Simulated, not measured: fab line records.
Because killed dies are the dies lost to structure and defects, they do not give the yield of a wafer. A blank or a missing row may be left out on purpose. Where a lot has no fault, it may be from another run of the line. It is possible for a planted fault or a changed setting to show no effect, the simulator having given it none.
fab line records | flow sky130
[record] lots = 10 | wafers = 30 | lastDay = 50
route steps=708 shown LDD_N@246 VIA1@472 METAL2@488
lots that met no fault: from a run of the same line without faults
startH: the number of hours between the record's first day and the start of the first shown wafer of the lot | waitH: hours from the lot's prior step to this one | " the same as in the row above | L1.1+2: a single row standing in for several wafers | - either no value or no given start | * or withheld: withheld | < > ~ a bound
route shown NAME@n: a module of which the file shows steps, and the number in the route of the first | usual: mean and standard deviation over wafers with no fault | same: alike in all rows | chamber/n: place in a boat | sites: each site's reading | _std_site: standard deviation of those values | _edge_site: the outer-site mean with the inner-site mean subtracted | radiusMm: how far each site lies from the wafer's centre | mask NAME#n: copy n | behind: the tool/chamber that last shaped the wafer | hold: why the lot went on hold/how many hours it stayed there/how the hold came to an end | device: whichever transistor did not switch (one of n, p or np) | end of line: the same wafers' tests at the end of the route | a step with no rows: only its recipe | killed: count of dies lost to structure and defects at first sort (not the wafer's yield) | map: shows each die of a wafer: x if killed, . if not, _ if none is there
set.NAME: the setting that was run; set.NAME@STEP: the one run at that earlier step | model.NAME: the simulator's own value behind a step, which no gauge read
the route's steps for a sample of lots (tables are steps, rows are wafers)
services: a tool's chamber out of use, with start hour (startH, from the record's first day; less than 0 if before it), hours out, and reason
[[steps]]
[step SKY_LDD_N_IMPLANT_09]
[recipe] species = As | energyKev = 20 | doseCm2 = 7.5e+13 | tiltDeg = withheld | rotationDeg = 113
[usual] doseIonsCm2 = 7.499e+13/7.6e+10 | endStationPressureTorr = 5.29e-06/2.5e-07 | faradayCurrentUA = 423/8.7 | rotationDeg = 113.00/0.03
lot.wafer | tool         | chamber | startH | waitH | doseIonsCm2 | endStationPressureTorr | faradayCurrentUA | rotationDeg
L998.1    | implanter-01 | 0       | 397.49 | 0.1   | 7.489e+13   | 5.4e-06                | 416              | 113.01
L998.4    | "            | 0       | "      | "     | 7.493e+13   | 5.38e-06               | 430              | 112.97
L998.5    | "            | 0       | "      | "     | 7.497e+13   | 5.07e-06               | 406              | 113.00
L100.2    | implanter-03 | 0       | 424.16 | 0.1   | 7.497e+13   | 5.06e-06               | 436              | 112.98
L100.5    | "            | 0       | "      | "     | 7.508e+13   | 5.3e-06                | 419              | 113.05
L100.6    | "            | 0       | "      | "     | 7.502e+13   | 5.14e-06               | 415              | 113.01
L102.2    | implanter-03 | 0       | 440.72 | 0.1   | 7.501e+13   | 5.59e-06               | 414              | 113.00
L102.5    | "            | 0       | "      | "     | 7.493e+13   | 4.85e-06               | 422              | 113.02
L102.6    | "            | 0       | "      | "     | 7.488e+13   | 5.21e-06               | 415              | 112.97
L104.3    | implanter-03 | 0       | 464.14 | 0.1   | 7.507e+13   | 4.6e-06                | 430              | 113.01
L104.5    | "            | 0       | "      | "     | 7.491e+13   | 5.65e-06               | 424              | 112.93
L104.6    | "            | 0       | "      | "     | 7.497e+13   | 5.1e-06                | 419              | 113.03
L107.1    | implanter-03 | 0       | 487.95 | 0.1   | 2.642e+13   | 4.88e-06               | 154              | 112.99
L107.4    | "            | 0       | "      | "     | 2.616e+13   | 5.09e-06               | 147              | 113.00
L107.6    | "            | 0       | "      | "     | 2.626e+13   | 5.44e-06               | 147              | 112.96
L109.3    | implanter-01 | 0       | 503.15 | 0.1   | 7.506e+13   | 5.45e-06               | 413              | 113.01
L109.4    | "            | 0       | "      | "     | 7.504e+13   | 5.19e-06               | 412              | 113.00
L109.6    | "            | 0       | "      | "     | 7.503e+13   | 5.94e-06               | 431              | 113.03
L112.2    | implanter-03 | 0       | 526.67 | 0.1   | 2.633e+13   | 4.96e-06               | 151              | 112.95
L112.3    | "            | 0       | "      | "     | 2.64e+13    | 4.67e-06               | 147              | 112.97
L112.5    | "            | 0       | "      | "     | 2.642e+13   | 4.76e-06               | 149              | 112.98
L118.1    | implanter-04 | 0       | 577.35 | 0.1   | 7.509e+13   | 5.43e-06               | 431              | 113.00
L118.2    | "            | 0       | "      | "     | 7.505e+13   | 5.25e-06               | 413              | 113.01
L118.3    | "            | 0       | "      | "     | 7.503e+13   | 5.76e-06               | 424              | 113.01
L120.2    | implanter-03 | 0       | 591.47 | 0.1   | 7.496e+13   | 5.43e-06               | 421              | 112.98
L120.3    | "            | 0       | "      | "     | 7.483e+13   | 5.21e-06               | 414              | 113.04
L120.4    | "            | 0       | "      | "     | 7.494e+13   | 5.34e-06               | 413              | 113.00
L121.1    | implanter-03 | 0       | 595.88 | 0.1   | 7.505e+13   | 5.36e-06               | 413              | 112.99
L121.3    | "            | 0       | "      | "     | 7.506e+13   | 5.28e-06               | 415              | 113.05
L121.4    | "            | 0       | "      | "     | 7.516e+13   | 5.53e-06               | 426              | 113.00
[step SKY_LDD_N_STRIP_16]
[recipe] chemistry = O2/N2 | powerW = 1400 | pressureMtorr = 1500 | platenTempC = withheld | o2FlowSccm = 3000 | n2FlowSccm = 300 | overashFraction = 0.5
[usual] drypumpMotorCurrentA = 5.7/0.46 | oesProductAu = 0.406/0.0041 | stripTimeToEndpointS = 4.305/0.014
lot.wafer | tool           | chamber | startH | waitH | drypumpMotorCurrentA | oesProductAu | rfHoursCounterH | stripTimeToEndpointS
L998.1    | plasmaAsher-01 | 1       | 398.54 | 0.1   | 5.5                  | 0.408        | 71              | 4.311
L998.4    | "              | 0       | "      | "     | 4.9                  | 0.402        | -               | 4.321
L998.5    | "              | 1       | "      | "     | 5.5                  | 0.404        | -               | 4.304
L100.2    | plasmaAsher-02 | 0       | 425.19 | 0.1   | 6.2                  | 0.407        | 75              | 4.316
L100.5    | "              | 1       | "      | "     | 5.8                  | 0.407        | -               | 4.332
L100.6    | "              | 0       | "      | "     | 6.2                  | 0.402        | -               | 4.326
L102.2    | plasmaAsher-04 | 1       | 441.75 | 0.1   | 5.5                  | 0.411        | 58              | 4.311
L102.5    | "              | 0       | "      | "     | 6.4                  | 0.401        | -               | 4.303
L102.6    | "              | 1       | "      | "     | 5.4                  | 0.407        | -               | 4.323
L104.3    | plasmaAsher-01 | 0       | 465.17 | 0.1   | 4.9                  | 0.408        | -               | 4.314
L104.5    | "              | 1       | "      | "     | 5.5                  | 0.404        | -               | 4.326
L104.6    | "              | 0       | "      | "     | 5.0                  | 0.398        | -               | 4.299
L107.1    | plasmaAsher-01 | 1       | 489.00 | 0.1   | 5.5                  | 0.409        | 5               | 4.188
L107.4    | "              | 1       | "      | "     | 5.5                  | 0.415        | -               | 4.175
L107.6    | "              | 1       | "      | "     | 5.5                  | 0.405        | -               | 4.182
L109.3    | plasmaAsher-02 | 1       | 504.18 | 0.1   | 5.8                  | 0.402        | -               | 4.291
L109.4    | "              | 0       | "      | "     | 6.2                  | 0.402        | -               | 4.301
L109.6    | "              | 0       | "      | "     | 6.2                  | 0.406        | -               | 4.285
L112.2    | plasmaAsher-01 | 0       | 527.70 | 0.1   | 5.0                  | 0.411        | 10              | 4.161
L112.3    | "              | 1       | "      | "     | 5.5                  | 0.408        | -               | 4.162
L112.5    | "              | 0       | "      | "     | 4.9                  | 0.406        | -               | 4.170
L118.1    | plasmaAsher-02 | 1       | 578.40 | 0.1   | 5.8                  | 0.409        | 91              | 4.299
L118.2    | "              | 0       | "      | "     | 6.2                  | 0.407        | 91              | 4.293
L118.3    | "              | 1       | "      | "     | 5.8                  | 0.408        | -               | 4.304
L120.2    | plasmaAsher-02 | 1       | 592.50 | 0.1   | 5.8                  | 0.403        | 93              | 4.321
L120.3    | "              | 1       | "      | "     | 5.8                  | 0.410        | -               | 4.277
L120.4    | "              | 0       | "      | "     | 6.2                  | 0.410        | -               | 4.299
L121.1    | plasmaAsher-02 | 0       | 596.93 | 0.1   | 6.2                  | 0.405        | 93              | 4.327
L121.3    | "              | 1       | "      | "     | 5.8                  | 0.414        | -               | 4.319
L121.4    | "              | 0       | "      | "     | 6.2                  | 0.408        | -               | 4.317
[step SKY_LDD_N_TW_MEAS_17]
[usual] LDD_N_TW = 2598/27
lot.wafer | tool         | chamber | startH | waitH | LDD_N_TW
L998.1    | filmMetro-04 | -       | 398.64 | 0.1   | 2598
L998.4    | "            | -       | "      | "     | 2592
L998.5    | "            | -       | "      | "     | 2592
L100.2    | filmMetro-04 | -       | 425.30 | 0.1   | 2590
L100.5    | "            | -       | "      | "     | 2587
L100.6    | "            | -       | "      | "     | 2593
L102.2    | filmMetro-04 | -       | 441.86 | 0.1   | 2604
L102.5    | "            | -       | "      | "     | 2601
L102.6    | "            | -       | "      | "     | 2611
L104.3    | filmMetro-02 | -       | 465.26 | 0.1   | 2638
L104.5    | "            | -       | "      | "     | 2653
L104.6    | "            | -       | "      | "     | 2646
L107.1    | filmMetro-02 | -       | 489.10 | 0.1   | 2551
L107.4    | "            | -       | "      | "     | 2555
L107.6    | "            | -       | "      | "     | 2554
L109.3    | filmMetro-03 | -       | 504.27 | 0.1   | 2571
L109.4    | "            | -       | "      | "     | 2564
L109.6    | "            | -       | "      | "     | 2568
L112.2    | filmMetro-03 | -       | 527.81 | 0.1   | 2485
L112.3    | "            | -       | "      | "     | 2488
L112.5    | "            | -       | "      | "     | 2508
L118.1    | filmMetro-02 | -       | 578.50 | 0.1   | 2626
L118.2    | "            | -       | "      | "     | 2621
L118.3    | "            | -       | "      | "     | 2630
L120.2    | filmMetro-03 | -       | 592.61 | 0.1   | 2590
L120.3    | "            | -       | "      | "     | 2598
L120.4    | "            | -       | "      | "     | 2584
L121.1    | filmMetro-04 | -       | 597.03 | 0.1   | 2604
L121.3    | "            | -       | "      | "     | 2593
L121.4    | "            | -       | "      | "     | 2603
[step SKY_VIA1_ETCH_14]
[recipe] chemistry = N2/H2 | target = BARC | ionEnergyEv = 200 | sourceW = 500 | biasW = 100 | pressureMtorr = 30 | n2FlowSccm = 100 | h2FlowSccm = 200 | stopOn = SiO2 | timeS = 45.9 | targetDepthA = 600
[usual] drypumpMotorCurrentA = 5.6/0.34 | oesProductAu = 0.854/0.0048 | throttleValvePct = 13.224/0.0092
lot.wafer | tool       | chamber | startH | waitH | drypumpMotorCurrentA | oesProductAu | rfHoursCounterH | throttleValvePct
L998.1    | rieDiel-02 | 3       | 786.20 | 0.0   | 5.7                  | 0.852        | 9               | 13.223
L998.4    | "          | 1       | "      | "     | 6.0                  | 0.858        | 12              | 13.221
L998.5    | "          | 1       | "      | "     | 6.0                  | 0.863        | -               | 13.223
L100.2    | rieDiel-01 | 2       | 809.00 | 0.0   | 5.1                  | 0.848        | 14              | 13.225
L100.5    | "          | 1       | "      | "     | 5.9                  | 0.854        | -               | 13.219
L100.6    | "          | 2       | "      | "     | 5.1                  | 0.842        | -               | 13.218
L102.2    | rieDiel-01 | 3       | 824.51 | 0.0   | 5.0                  | 0.863        | 3               | 13.213
L102.5    | "          | 1       | "      | "     | 5.9                  | 0.856        | -               | 13.223
L102.6    | "          | 0       | "      | "     | 5.5                  | 0.852        | -               | 13.225
L104.3    | rieDiel-01 | 3       | 842.87 | 0.0   | 5.0                  | 0.855        | 4               | 13.223
L104.5    | "          | 0       | "      | "     | 5.5                  | 0.851        | -               | 13.224
L104.6    | "          | 1       | "      | "     | 5.9                  | 0.856        | -               | 13.229
L107.1    | rieDiel-03 | 0       | 862.62 | 0.0   | 5.9                  | 0.850        | 14              | 13.207
L107.4    | "          | 2       | "      | "     | 5.6                  | 0.855        | 8               | 13.222
L107.6    | "          | 1       | "      | "     | 5.6                  | 0.859        | -               | 13.215
L109.3    | rieDiel-01 | 2       | 876.62 | 0.0   | 5.1                  | 0.855        | 16              | 13.222
L109.4    | "          | 3       | "      | "     | 5.0                  | 0.858        | 4               | 13.217
L109.6    | "          | 3       | "      | "     | 5.0                  | 0.855        | -               | 13.219
L112.2    | rieDiel-03 | 2       | 893.62 | 0.0   | 5.6                  | 0.849        | 9               | 13.223
L112.3    | "          | 1       | "      | "     | 5.6                  | 0.858        | 15              | 13.229
L112.5    | "          | 0       | "      | "     | 6.0                  | 0.861        | -               | 13.226
L118.1    | rieDiel-03 | 3       | 937.26 | 0.0   | 5.4                  | 0.851        | 18              | 13.222
L118.2    | "          | 2       | "      | "     | 5.6                  | 0.853        | 10              | 13.223
L118.3    | "          | 1       | "      | "     | 5.5                  | 0.852        | 16              | 13.223
L120.2    | rieDiel-03 | 1       | 950.01 | 0.0   | 5.6                  | 0.850        | 16              | 13.218
L120.3    | "          | 0       | "      | "     | 5.9                  | 0.853        | 16              | 13.227
L120.4    | "          | 2       | "      | "     | 5.6                  | 0.857        | 11              | 13.206
L121.1    | rieDiel-02 | 3       | 951.61 | 0.0   | 5.6                  | 0.853        | 14              | 13.245
L121.3    | "          | 2       | "      | "     | 6.2                  | 0.852        | 3               | 13.212
L121.4    | "          | 0       | "      | "     | 5.5                  | 0.854        | 10              | 13.224
[step SKY_VIA1_ETCH_15]
[recipe] target = SiO2 | chemistry = C4F8/O2/Ar | targetDepthNm = 351 | stopOn = TiN | maskMaterial = KrF-thick | sourceW = 1500 | biasW = 1200 | pressureMtorr = 40 | c4f8FlowSccm = withheld | O2_flow_sccm = 6 | Ar_flow_sccm = 300 | timeS = 54
[usual] oesProductAu = 0.982/0.0053
lot.wafer | tool       | chamber | startH | waitH | oesProductAu | rfHoursCounterH
L998.1    | rieDiel-02 | 3       | 786.24 | 0.0   | 0.989        | 9
L998.4    | "          | 1       | "      | "     | 0.983        | 12
L998.5    | "          | 1       | "      | "     | 0.985        | -
L100.2    | rieDiel-01 | 2       | 809.04 | 0.0   | 0.976        | 14
L100.5    | "          | 1       | "      | "     | 0.974        | -
L100.6    | "          | 2       | "      | "     | 0.981        | -
L102.2    | rieDiel-01 | 3       | 824.55 | 0.0   | 0.984        | 3
L102.5    | "          | 1       | "      | "     | 0.990        | -
L102.6    | "          | 0       | "      | "     | 0.978        | -
L104.3    | rieDiel-01 | 3       | 842.91 | 0.0   | 0.983        | 4
L104.5    | "          | 0       | "      | "     | 0.985        | -
L104.6    | "          | 1       | "      | "     | 0.982        | -
L107.1    | rieDiel-03 | 0       | 862.66 | 0.0   | 0.987        | 14
L107.4    | "          | 2       | "      | "     | 0.987        | 8
L107.6    | "          | 1       | "      | "     | 0.980        | -
L109.3    | rieDiel-01 | 2       | 876.66 | 0.0   | 0.975        | 16
L109.4    | "          | 3       | "      | "     | 0.982        | 4
L109.6    | "          | 3       | "      | "     | 0.990        | -
L112.2    | rieDiel-03 | 2       | 893.66 | 0.0   | 0.987        | 9
L112.3    | "          | 1       | "      | "     | 0.981        | 15
L112.5    | "          | 0       | "      | "     | 0.980        | -
L118.1    | rieDiel-03 | 3       | 937.30 | 0.0   | 0.977        | 18
L118.2    | "          | 2       | "      | "     | 0.989        | 10
L118.3    | "          | 1       | "      | "     | 0.978        | 16
L120.2    | rieDiel-03 | 1       | 950.05 | 0.0   | 0.990        | 16
L120.3    | "          | 0       | "      | "     | 0.972        | 16
L120.4    | "          | 2       | "      | "     | 0.978        | 11
L121.1    | rieDiel-02 | 3       | 951.65 | 0.0   | 0.978        | 14
L121.3    | "          | 2       | "      | "     | 0.981        | 3
L121.4    | "          | 0       | "      | "     | 0.991        | 10
[step SKY_METAL2_RS_MEAS_05]
[recipe] thkMeasGauge = four-point-probe | reads = TiN_of_METAL2_SPUTTER_04+Ti_of_METAL2_SPUTTER_03+AlCu_of_METAL2_SPUTTER_02+TiN_of_METAL2_SPUTTER_01+Ti_of_METAL2_SPUTTER_00
[usual] METAL2_ALCU_RS = 0.1264/0.0013
lot.wafer | tool         | chamber | startH | waitH | METAL2_ALCU_RS[ohm/sq]
L998.1    | filmMetro-01 | -       | 787.66 | 0.0   | 0.1271
L998.4    | "            | -       | "      | "     | 0.1281
L998.5    | "            | -       | "      | "     | 0.1260
L100.2    | filmMetro-01 | -       | 810.48 | 0.0   | 0.1263
L100.5    | "            | -       | "      | "     | 0.1249
L100.6    | "            | -       | "      | "     | 0.1249
L102.2    | filmMetro-03 | -       | 826.03 | 0.0   | 0.1269
L102.5    | "            | -       | "      | "     | 0.1276
L102.6    | "            | -       | "      | "     | 0.1274
L104.3    | filmMetro-01 | -       | 844.77 | 0.1   | 0.1264
L104.5    | "            | -       | "      | "     | 0.1269
L104.6    | "            | -       | "      | "     | 0.1256
L107.1    | filmMetro-04 | -       | 864.07 | 0.0   | 0.1246
L107.4    | "            | -       | "      | "     | 0.1249
L107.6    | "            | -       | "      | "     | 0.1260
L109.3    | filmMetro-04 | -       | 878.12 | 0.1   | 0.1253
L109.4    | "            | -       | "      | "     | 0.1258
L109.6    | "            | -       | "      | "     | 0.1262
L112.2    | filmMetro-01 | -       | 895.16 | 0.0   | 0.1239
L112.3    | "            | -       | "      | "     | 0.1268
L112.5    | "            | -       | "      | "     | 0.1257
L118.1    | filmMetro-01 | -       | 938.79 | 0.0   | 0.1271
L118.2    | "            | -       | "      | "     | 0.1284
L118.3    | "            | -       | "      | "     | 0.1275
L120.2    | filmMetro-03 | -       | 951.48 | 0.0   | 0.1281
L120.3    | "            | -       | "      | "     | 0.1284
L120.4    | "            | -       | "      | "     | 0.1293
L121.1    | filmMetro-01 | -       | 953.06 | 0.0   | 0.1268
L121.3    | "            | -       | "      | "     | 0.1262
L121.4    | "            | -       | "      | "     | 0.1266
[[services]]
tool         | chamber | startH | hours | kind
rieDiel-03   | 2       | 392.90 | 2.6   | repair
rieDiel-03   | 0       | 412.91 | 2.7   | repair
implanter-03 | -       | 478.02 | 2.3   | pm
implanter-03 | -       | 511.60 | 5.5   | repair
rieDiel-03   | -       | 527.46 | 0.9   | repair
rieDiel-01   | -       | 539.37 | 0.3   | repair
implanter-03 | -       | 609.68 | 2.3   | pm
implanter-03 | -       | 615.34 | 2.2   | repair
rieDiel-03   | -       | 615.93 | 2.8   | pm
rieDiel-01   | 0       | 661.03 | 1.6   | repair
rieDiel-03   | 2       | 735.45 | 9.5   | repair
rieDiel-03   | -       | 754.69 | 4.3   | pm
rieDiel-03   | 3       | 796.82 | 8.6   | repair
rieDiel-03   | 0       | 797.94 | 14.8  | repair
rieDiel-03   | 2       | 805.35 | 5.2   | repair
rieDiel-03   | -       | 807.17 | 1.9   | repair
rieDiel-03   | 3       | 823.25 | 1.6   | repair
rieDiel-01   | 1       | 839.89 | 2.3   | repair
rieDiel-01   | 2       | 846.44 | 1.2   | repair
rieDiel-01   | 1       | 913.32 | 3.2   | repair
rieDiel-01   | 2       | 913.47 | 8.1   | repair
rieDiel-01   | 3       | 919.15 | 2.7   | repair
rieDiel-01   | 1       | 922.89 | 17.5  | repair
rieDiel-01   | 3       | 928.37 | 6.5   | repair
[[key]]
[firstSign] step = SKY_LDD_N_IMPLANT_09 | reading = doseIonsCm2 | direction = down | sigmas = 99+ | usual = * | struck = *
[effect] step = SKY_LDD_N_IMPLANT_09 | reading = faradayCurrentUA | direction = down | sigmas = 31 | usual = 423 | struck = 149
[effect] step = SKY_LDD_N_STRIP_16 | reading = stripTimeToEndpointS | direction = down | sigmas = 9.3 | usual = * | struck = *
[effect] step = SKY_LDD_N_TW_MEAS_17 | reading = LDD_N_TW | direction = down | sigmas = 2.7 | usual = 2598 | struck = 2524
metAt SKY_LDD_N_IMPLANT_09
struckLots L107,L112
testerLeftOut L107,L112
notActingAt SKY_VIA1_ETCH_14,SKY_VIA1_ETCH_15,SKY_METAL2_RS_MEAS_05
onsetBetween 464.14 487.95
[fault] kind = processParameterDrift | tool = implanter-03 | chamber = - | onsetH = 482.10 | steps = SKY_LDD_N_IMPLANT_09 | channel = doseCm2 | offset = * | shape = step | endH = 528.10 | actsIn = * | stated = *
// testerLeftOut: of these lots the tester's yield and bins aren't shown, on N5 and GAA mostly nor the transistor test; their killed dies are dies lost to structure and defects alone, not to doping, threshold or leakage, so they don't give the yield
